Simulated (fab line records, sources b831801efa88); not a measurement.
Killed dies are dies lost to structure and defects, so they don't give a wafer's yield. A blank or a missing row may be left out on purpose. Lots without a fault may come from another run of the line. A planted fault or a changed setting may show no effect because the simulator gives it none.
A struck lot beside a sound one | flow sky130 | 17 steps out of a route of 708
Sound: wafers L232.1, L232.2, L232.4. Struck: wafers L229.1, L229.3, L229.5. The cause comes at the end.
At each step with rows: each side's tool, then ch and its chambers, then its first start. Under that, the readings that differ: sound wafers | struck wafers | difference of the means | sigmas: that difference in standard deviations of wafers without a fault.
alike: readings whose means differ by less than 2 such deviations, and words and numbers that are the same on both sides. not compared: withheld readings, readings that some wafer has no value for, bounds like >300 that may hide the same value, and numbers for which the record gives no deviation and whose values overlap.
The two part at a step that has a row with sigmas, a row that says differs or no value, or rows on one side only. Numbers that don't overlap but have no deviation are shown without sigmas and don't part them. A reading that every wafer of one side lacks parts them only if that side has two wafers or more.

SKY_VT_ADJUST_LVTN_OVL_MEAS_07:
  sound on overlay-01, day 10 04:43; struck on overlay-01, day 9 08:44
  alike: VT_ADJUST_LVTN_OVL
then, 1 step without rows for these wafers: SKY_VT_ADJUST_LVTN_IMPLANT_08.
SKY_VT_ADJUST_LVTN_STRIP_09: strips in O2/N2.
  sound on plasma_asher-03 ch 0,1, day 10 04:54; struck on plasma_asher-04 ch 1, day 9 08:56
  alike: drypump_motor_current_A, o2_flow_sccm, oes_product_au, strip_time_to_endpoint_s
  not compared: rf_hours_counter_h
SKY_VT_ADJUST_LVTN_TW_MEAS_10:
  sound on film_metro-04, day 10 05:00; struck on film_metro-02, day 9 09:02
  alike: VT_ADJUST_LVTN_TW
then, 7 steps without rows for these wafers: SKY_VT_ADJUST_LVTN_DEHYDRATE_11 (time 60 s); SKY_VT_ADJUST_LVTN_HMDS_12 (prime time 60 s); SKY_VT_ADJUST_LVTN_COAT_13 (resist thk 1140 nm); SKY_VT_ADJUST_LVTN_SOFTBAKE_14 (time 60 s); SKY_VT_ADJUST_LVTN_EXPOSE_15 (exposes mask HVN STD DERIVED, target cd 600 nm); SKY_VT_ADJUST_LVTN_PEB_16; SKY_VT_ADJUST_LVTN_DEVELOP_17 (develop time 60 s).
SKY_VT_ADJUST_LVTN_OVL_MEAS_18:
  sound on overlay-02, day 11 02:41; struck on overlay-02, day 10 06:57
  reading                    | sound          | struck      | difference | sigmas
  VT_ADJUST_LVTN_01_OVL (nm) | -2.5 -2.3 -2.7 | 2.3 1.2 0.7 | +3.9       | +3
SKY_VT_ADJUST_LVTN_IMPLANT_19:
  sound on implanter-04 ch 0, day 11 02:44; struck on implanter-02 ch 0, day 10 06:59
  reading            | sound           | struck            | difference | sigmas
  beam_on_s (s)      | 9.77 10.25 9.86 | 14.12 14.48 14.43 | +4.38      | +24
  faraday_current_uA | 3.74 3.57 3.73  | 2.60 2.53 2.55    | -1.12      | -17
SKY_VT_ADJUST_LVTN_STRIP_20: strips in O2/N2.
  sound on plasma_asher-03 ch 0,1, day 11 02:53; struck on plasma_asher-03 ch 0,1, day 10 07:08
  reading             | sound          | struck         | difference | sigmas
  o2_flow_sccm (sccm) | 3012 3005 3011 | 2999 2975 2989 | -22        | -2
  alike: drypump_motor_current_A, oes_product_au, strip_time_to_endpoint_s
  not compared: rf_hours_counter_h
SKY_VT_ADJUST_LVTN_TW_MEAS_21:
  sound on film_metro-01, day 11 02:59; struck on film_metro-04, day 10 07:14
  reading             | sound             | struck            | difference | sigmas
  VT_ADJUST_LVTN_2_TW | 188.2 188.4 187.6 | 209.1 209.2 209.3 | +21.1      | +22
then, 1 step without rows for these wafers: SKY_VT_ADJUST_NCORE_DEHYDRATE_00 (time 60 s).
-- the record jumps here: 38 days lie between the struck wafers' starts before and after (it left off in module VT_ADJUST_NCORE and takes up again in module PAD_OPEN, whose first step shown is number 708 of the route) --
SKY_PAD_OPEN_PROBE_99:
  sound on prober-02, day 48 17:47; struck on prober-01, day 48 01:14
  reading                                    | sound                | struck               | difference | sigmas
  model.etest.res_pwell_under_gate.rs_ohm_sq | 2277 2291 2305       | 2252 2250 2246       | -42        |
  model.etest.tip_n_5v.rs_ohm_sq             | 1375 1376 1380       | 1408 1404 1398       | +26        |
  model.etest.nfet_16v.drive_ua_um           | 221.4 221.9 221.1    | 213.5 214.1 215.1    | -7.2       |
  model.etest.nfet_g5v0d10v5.body_rise_v (V) | 0.6823 0.6808 0.6792 | 0.7205 0.7178 0.7151 | +0.0370    |
  model.etest.nfet_16v.body_rise_v (V)       | 0.672 0.6714 0.6705  | 0.7103 0.7121 0.7055 | +0.0380    |
  model.etest.nfet_g5v0d10v5.vt_sat_v (V)    | 0.7609 0.7701 0.7507 | 0.7906 0.7872 0.7892 | +0.0284    |
  model.etest.nfet_g5v0d10v5.vt_v (V)        | 0.8175 0.8259 0.8114 | 0.8459 0.8409 0.8444 | +0.0255    |
  model.etest.nfet_16v.vt_v (V)              | 0.7633 0.7671 0.7658 | 0.7909 0.789 0.7822  | +0.0220    |
  alike: killed_at_M0_to_M3, killed_at_M4_up, killed_at_contacts, killed_at_front_end, killed_at_other, killed_dies, killed_on_rim, killed_open, killed_short

WHERE THEY PART
First at SKY_VT_ADJUST_LVTN_OVL_MEAS_18; last, within this record, at SKY_VT_ADJUST_LVTN_TW_MEAS_21. Later steps at which nothing parts them and some readings are alike: SKY_PAD_OPEN_PROBE_99.

WHY: what the simulator had put in
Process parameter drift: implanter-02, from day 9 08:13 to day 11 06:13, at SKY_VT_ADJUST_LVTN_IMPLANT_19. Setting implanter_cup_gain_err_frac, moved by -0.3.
